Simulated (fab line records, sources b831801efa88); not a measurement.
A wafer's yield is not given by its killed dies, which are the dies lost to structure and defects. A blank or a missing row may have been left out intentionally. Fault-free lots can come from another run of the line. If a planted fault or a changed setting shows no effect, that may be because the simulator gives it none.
fab line records	flow gf180mcu
[record] lots = 14	wafers = 42	last-day = 34
route steps=602 shown V2@386 M3@411 V3@433
lots that met no fault: taken from a fault-free run of the same line
start-h: the number of hours between the record's first day and the start of the first shown wafer of the lot	wait-h: hours since the lot's step before	" repeats the value in the row above	L1.1+2: a row that stands for several wafers	- either no value or no given start	* or withheld: withheld	< > ~ a bound
route shown NAME@n: names a module that has steps shown in the file, with the first one's number in the route	usual: mean/standard deviation of fault-free wafers	same: alike in all rows	chamber/n: place in a boat	sites: per-site readings	_std_site: the standard deviation of these	_edge_site: the outer-site mean with the inner-site mean subtracted	radius-mm: how far each site lies from the wafer's centre	mask NAME#n: copy n	behind: tool/chamber where the wafer was last shaped	hold: cause of the lot's hold/its duration in hours/its outcome	device: the transistor (n, p or np) that didn't switch	end of line: tests of these same wafers at the route's end	a step given without rows: its recipe and nothing more	killed: dies that structure and defects cost at the first sort, which is not the same as the wafer's yield	map: shows each die of a wafer: x if killed, . if not, _ if none is there
set.NAME: the setting as run; set.NAME@STEP: as run at that earlier step	model.NAME: the simulator's own value behind a step, which no gauge read
steps of the route over a sample of lots; a table a step, a row a wafer
services: the hour from which a tool's chamber was out of use, counted from the record's first day as start-h (under 0 if before that day), plus the number of hours and why
[[steps]]
[step GF_V2_CMP_04]
[recipe] material = SiO2	down-force-psi = 4	platen-rpm = 60	pad-velocity-m-s = 0.94248
[usual] edge-zone-pressure-frac = 0.999/0.0046	motor-current-A = 11.9/1.5	time-to-endpoint-s = 79/5.9
lot.wafer	tool	chamber	start-h	wait-h	edge-zone-pressure-frac	motor-current-A	time-to-endpoint-s
L780.3	cmp-01	2	437.97	0.0	0.999	11.2	77
L780.5	"	2	"	"	0.996	11.4	78
L780.6	"	3	"	"	0.998	9.8	84
L781.1	cmp-01	2	452.63	0.1	0.999	10.6	75
L781.4	"	0	"	"	0.993	14.5	80
L781.3	"	1	"	"	1.008	11.1	90
L783.2	cmp-01	2	469.77	0.0	1.001	11.1	78
L783.3	"	3	"	"	0.992	10.0	69
L783.5	"	3	"	"	0.999	9.3	70
L784.4	cmp-02	0	486.44	0.1	0.989	11.8	75
L784.5	"	3	"	"	0.994	11.9	75
L784.6	"	0	"	"	0.993	11.7	77
L787.3	cmp-01	0	504.68	0.2	0.995	14.8	76
L787.5	"	3	"	"	1.004	10.3	70
L787.6	"	0	"	"	1.011	14.1	82
L788.3	cmp-01	2	514.68	0.0	1.000	11.3	75
L788.5	"	2	"	"	1.002	10.9	88
L788.6	"	3	"	"	1.002	10.3	84
L790.1	cmp-02	3	533.70	0.1	1.001	12.0	79
L790.2	"	1	"	"	0.997	11.1	82
L790.5	"	3	"	"	0.994	12.0	82
L791.1	cmp-02	0	548.79	0.1	1.009	11.6	78
L791.4	"	2	"	"	0.996	14.6	90
L791.5	"	3	"	"	1.001	10.9	80
L792.4	cmp-01	2	550.19	0.0	1.004	11.6	82
L792.3	"	1	"	"	1.001	10.7	83
L792.6	"	3	"	"	0.998	10.1	84
L795.4	cmp-02	0	578.54	0.1	1.003	11.3	78
L795.6	"	2	"	"	0.991	13.1	88
L795.5	"	3	"	"	1.001	11.3	83
L796.3	cmp-01	3	585.02	0.0	1.006	10.6	77
L796.5	"	3	"	"	1.005	9.8	83
L796.6	"	0	"	"	0.999	15.1	83
L797.4	cmp-01	1	589.68	0.1	1.009	10.9	90
L797.1	"	2	"	"	1.001	11.6	81
L797.5	"	1	"	"	1.003	10.8	93
L798.4	cmp-02	0	597.51	0.1	0.995	11.6	76
L798.3	"	1	"	"	0.995	11.3	78
L798.6	"	3	"	"	0.998	11.7	84
L801.2	cmp-01	3	615.25	0.2	1.006	10.5	73
L801.5	"	0	"	"	0.995	14.8	80
L801.6	"	1	"	"	1.001	11.3	95
[step GF_V2_BOW_MEAS_05]
[recipe] mode = bow
[usual] V2_BOW = 101/7.9
lot.wafer	tool	chamber	start-h	wait-h	V2_BOW[um]
L780.3	film-metro-01	-	438.36	0.3	99
L780.5	"	-	"	"	95
L780.6	"	-	"	"	102
L781.1	film-metro-02	-	452.93	0.2	102
L781.3	"	-	"	"	91
L781.4	"	-	"	"	84
L783.2	film-metro-04	-	470.09	0.3	95
L783.3	"	-	"	"	105
L783.5	"	-	"	"	104
L784.4	film-metro-02	-	486.75	0.3	98
L784.5	"	-	"	"	104
L784.6	"	-	"	"	114
L787.3	film-metro-02	-	504.97	0.2	98
L787.5	"	-	"	"	95
L787.6	"	-	"	"	86
L788.3	film-metro-01	-	515.02	0.3	101
L788.5	"	-	"	"	94
L788.6	"	-	"	"	100
L790.1	film-metro-01	-	534.00	0.2	99
L790.2	"	-	"	"	102
L790.5	"	-	"	"	113
L791.1	film-metro-02	-	549.04	0.2	112
L791.4	"	-	"	"	112
L791.5	"	-	"	"	90
L792.3	film-metro-01	-	550.53	0.1	107
L792.4	"	-	"	"	105
L792.6	"	-	"	"	103
L795.4	film-metro-04	-	578.86	0.3	106
L795.5	"	-	"	"	116
L795.6	"	-	"	"	115
L796.3	film-metro-02	-	585.36	0.3	100
L796.5	"	-	"	"	98
L796.6	"	-	"	"	106
L797.1	film-metro-02	-	589.93	0.1	97
L797.4	"	-	"	"	97
L797.5	"	-	"	"	107
L798.3	film-metro-01	-	597.75	0.1	96
L798.4	"	-	"	"	101
L798.6	"	-	"	"	96
L801.2	film-metro-01	-	615.42	0.1	112
L801.5	"	-	"	"	106
L801.6	"	-	"	"	106
[step GF_M3_SPUTTER_02]
[recipe] material = AlCu	target-thk-nm = 450	power-w = 10600	time-s = 23.9	chamber-pressure-pa = 0.4
[usual] throttle-valve-pct = 29.8/0.75
lot.wafer	tool	chamber	start-h	wait-h	throttle-valve-pct
L780.3	pvd-sputter-01	-	464.85	0.0	28.7
L780.5	"	-	"	"	29.0
L780.6	"	-	"	"	28.7
L781.1	pvd-sputter-04	-	478.71	0.0	30.7
L781.3	"	-	"	"	28.6
L781.4	"	-	"	"	30.3
L783.2	pvd-sputter-01	-	496.32	0.0	30.1
L783.3	"	-	"	"	30.9
L783.5	"	-	"	"	28.9
L784.4	pvd-sputter-01	-	512.05	0.0	30.6
L784.5	"	-	"	"	29.0
L784.6	"	-	"	"	30.0
L787.3	pvd-sputter-03	-	529.92	0.0	30.2
L787.5	"	-	"	"	30.7
L787.6	"	-	"	"	29.1
L788.3	pvd-sputter-01	-	539.00	0.0	29.0
L788.5	"	-	"	"	30.1
L788.6	"	-	"	"	30.6
L790.1	pvd-sputter-01	-	557.97	0.0	30.7
L790.2	"	-	"	"	29.8
L790.5	"	-	"	"	29.0
L791.1	pvd-sputter-03	-	572.62	0.0	29.5
L791.4	"	-	"	"	30.3
L791.5	"	-	"	"	30.3
L792.3	pvd-sputter-01	-	574.34	0.0	30.8
L792.4	"	-	"	"	29.0
L792.6	"	-	"	"	30.5
L795.4	pvd-sputter-03	-	601.64	0.0	29.1
L795.5	"	-	"	"	29.9
L795.6	"	-	"	"	30.4
L796.3	pvd-sputter-03	-	608.07	0.0	30.4
L796.5	"	-	"	"	29.4
L796.6	"	-	"	"	30.2
L797.1	pvd-sputter-01	-	612.92	0.0	30.3
L797.4	"	-	"	"	28.8
L797.5	"	-	"	"	28.9
L798.3	pvd-sputter-01	-	619.74	0.0	30.3
L798.4	"	-	"	"	29.1
L798.6	"	-	"	"	30.9
L801.2	pvd-sputter-04	-	637.52	0.0	30.8
L801.5	"	-	"	"	30.8
L801.6	"	-	"	"	28.5
[step GF_V3_CMP_04]
[recipe] material = SiO2	down-force-psi = 4	platen-rpm = 60	pad-velocity-m-s = 0.94248
[usual] edge-zone-pressure-frac = 1.000/0.0049	motor-current-A = 11.8/1.4	time-to-endpoint-s = 79/6
lot.wafer	tool	chamber	start-h	wait-h	edge-zone-pressure-frac	motor-current-A	time-to-endpoint-s
L780.3	cmp-02	2	490.41	0.2	1.000	14.8	65
L780.6	"	3	"	"	1.002	11.3	74
L780.5	"	0	"	"	1.006	11.8	74
L781.4	cmp-01	0	503.17	0.0	1.006	14.5	78
L781.3	"	1	"	"	0.995	10.6	85
L781.1	"	3	"	"	1.000	10.1	67
L783.2	cmp-02	2	521.89	0.8	0.992	14.0	78
L783.3	"	3	"	"	0.999	12.1	78
L783.5	"	0	"	"	0.996	11.8	81
L784.4	cmp-02	1	536.46	0.2	0.999	11.5	82
L784.6	"	2	"	"	0.997	14.9	83
L784.5	"	3	"	"	1.002	11.6	79
L787.3	cmp-01	0	553.69	0.0	0.987	13.9	81
L787.6	"	0	"	"	0.994	13.8	81
L787.5	"	1	"	"	0.999	11.3	91
L788.3	cmp-02	3	562.75	0.0	1.001	11.5	81
L788.6	"	3	"	"	0.994	11.5	85
L788.5	"	0	"	"	1.002	11.3	79
L790.1	cmp-01	1	581.06	0.1	1.004	10.9	87
L790.2	"	2	"	"	1.003	11.5	79
L790.5	"	2	"	"	0.998	11.2	81
L791.4	cmp-01	0	594.73	0.0	0.994	14.1	76
L791.1	"	2	"	"	0.992	11.1	75
L791.5	"	0	"	"	0.993	14.6	78
L792.3	cmp-01	1	597.51	0.0	1.007	10.8	88
L792.4	"	2	"	"	0.997	10.8	83
L792.6	"	2	"	"	0.992	11.8	82
L795.4	cmp-01	2	623.84	0.1	1.001	11.3	81
L795.5	"	0	"	"	1.004	14.9	80
L795.6	"	1	"	"	1.001	10.6	95
L796.3	cmp-02	2	629.94	0.2	1.005	13.4	78
L796.6	"	3	"	"	0.998	11.3	83
L796.5	"	0	"	"	1.005	11.5	81
L797.4	cmp-01	0	634.37	0.1	1.002	14.2	19
L797.1	"	1	"	"	1.003	10.6	77
L797.5	"	0	"	"	1.004	14.3	18
L798.3	cmp-01	0	640.64	0.0	0.995	14.2	13
L798.4	"	3	"	"	0.995	9.4	66
L798.6	"	0	"	"	1.006	13.8	8
L801.2	cmp-02	3	658.56	0.0	1.000	11.7	74
L801.5	"	3	"	"	0.992	11.8	73
L801.6	"	0	"	"	1.003	11.3	74
[step GF_V3_ETCH_17]
[recipe] chemistry = C4F8/O2/Ar	mask-material = KrF	target = SiO2	stop-on = TiN	source-w = 1500	bias-w = 1200	pressure-mtorr = 40	c4f8-flow-sccm = withheld	O2_flow_sccm = 6	Ar_flow_sccm = 300	time-s = withheld	target-depth-a = 6350
[usual] oes-product-au = 0.856/0.0046
lot.wafer	tool	chamber	start-h	wait-h	oes-product-au
L780.3	rie-diel-04	2	-	-	0.856
L780.5	"	1	"	"	0.857
L780.6	"	0	"	"	0.856
L781.1	rie-diel-04	2	-	-	0.850
L781.3	"	1	"	"	0.853
L781.4	"	3	"	"	0.858
L783.2	rie-diel-03	1	-	-	0.851
L783.3	"	0	"	"	0.854
L783.5	"	1	"	"	0.850
L784.4	rie-diel-04	3	-	-	0.856
L784.5	"	0	"	"	0.859
L784.6	"	2	"	"	0.850
L787.3	rie-diel-01	1	-	-	0.860
L787.5	"	3	"	"	0.859
L787.6	"	2	"	"	0.856
L788.3	rie-diel-03	1	-	-	0.858
L788.5	"	3	"	"	0.859
L788.6	"	2	"	"	0.854
L790.1	rie-diel-04	2	-	-	0.858
L790.2	"	0	"	"	0.862
L790.5	"	2	"	"	0.857
L791.1	rie-diel-04	1	-	-	0.859
L791.4	"	2	"	"	0.861
L791.5	"	1	"	"	0.862
L792.3	rie-diel-01	0	-	-	0.856
L792.4	"	2	"	"	0.851
L792.6	"	0	"	"	0.852
L795.4	rie-diel-04	3	-	-	0.849
L795.5	"	1	"	"	0.859
L795.6	"	0	"	"	0.850
L796.3	rie-diel-03	0	-	-	0.853
L796.5	"	2	"	"	0.856
L796.6	"	1	"	"	0.865
L797.1	rie-diel-03	0	-	-	0.855
L797.4	"	3	"	"	0.974
L797.5	"	1	"	"	0.974
L798.3	rie-diel-04	3	-	-	0.973
L798.4	"	2	"	"	0.857
L798.6	"	2	"	"	0.971
L801.2	rie-diel-03	0	-	-	0.853
L801.5	"	1	"	"	0.856
L801.6	"	2	"	"	0.849
[[services]]
tool	chamber	start-h	hours	kind
cmp-02	-	416.11	1.9	repair
rie-diel-03	2	454.76	4.1	repair
cmp-01	-	463.07	6.1	pm
rie-diel-04	-	467.16	0.5	repair
cmp-02	-	477.30	1.6	repair
rie-diel-03	1	480.12	6.5	repair
rie-diel-04	0	490.47	8.3	repair
cmp-02	-	493.78	18.3	pm
rie-diel-03	-	496.66	1.2	repair
cmp-02	-	514.74	4.8	pm
cmp-01	-	518.64	5.8	repair
cmp-02	-	520.85	0.9	repair
rie-diel-04	1	541.71	18.8	repair
cmp-02	-	560.05	0.8	repair
cmp-01	-	561.73	10.1	repair
cmp-01	-	566.52	0.3	repair
cmp-01	-	568.57	0.4	repair
cmp-02	-	572.27	4.0	pm
rie-diel-04	-	576.84	0.4	repair
rie-diel-04	-	622.64	2.8	pm
cmp-02	-	624.34	3.9	repair
rie-diel-04	-	629.26	0.4	repair
cmp-01	-	649.83	2.7	repair
rie-diel-04	0	673.41	15.5	repair
[[key]]
[first-sign] step = GF_V3_CMP_04	reading = time-to-endpoint-s	direction = down	sigmas = 11	usual = *	struck = *
[effect] step = GF_V3_ETCH_17	reading = oes-product-au	direction = up	sigmas = 25	usual = 0.856	struck = 0.973
met-at GF_V3_CMP_04
struck-lots L797,L798
struck-wafers L797.4,L797.5,L798.3,L798.6
sort-left-out L797.4,L797.5,L798.3,L798.6
not-acting-at GF_V2_CMP_04,GF_V2_BOW_MEAS_05,GF_M3_SPUTTER_02
onset-between 623.84 634.37
[fault] kind = process-parameter-drift	tool = cmp-01	chamber = 0	onset-h = 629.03	steps = GF_V3_CMP_04	channel = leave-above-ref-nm	offset = 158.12	shape = step	acts-in = these-recipes-only	stated = 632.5
// sort-left-out: the simulated sort isn't trusted on such a fault, so these wafers' sort isn't shown, and their yield isn't known
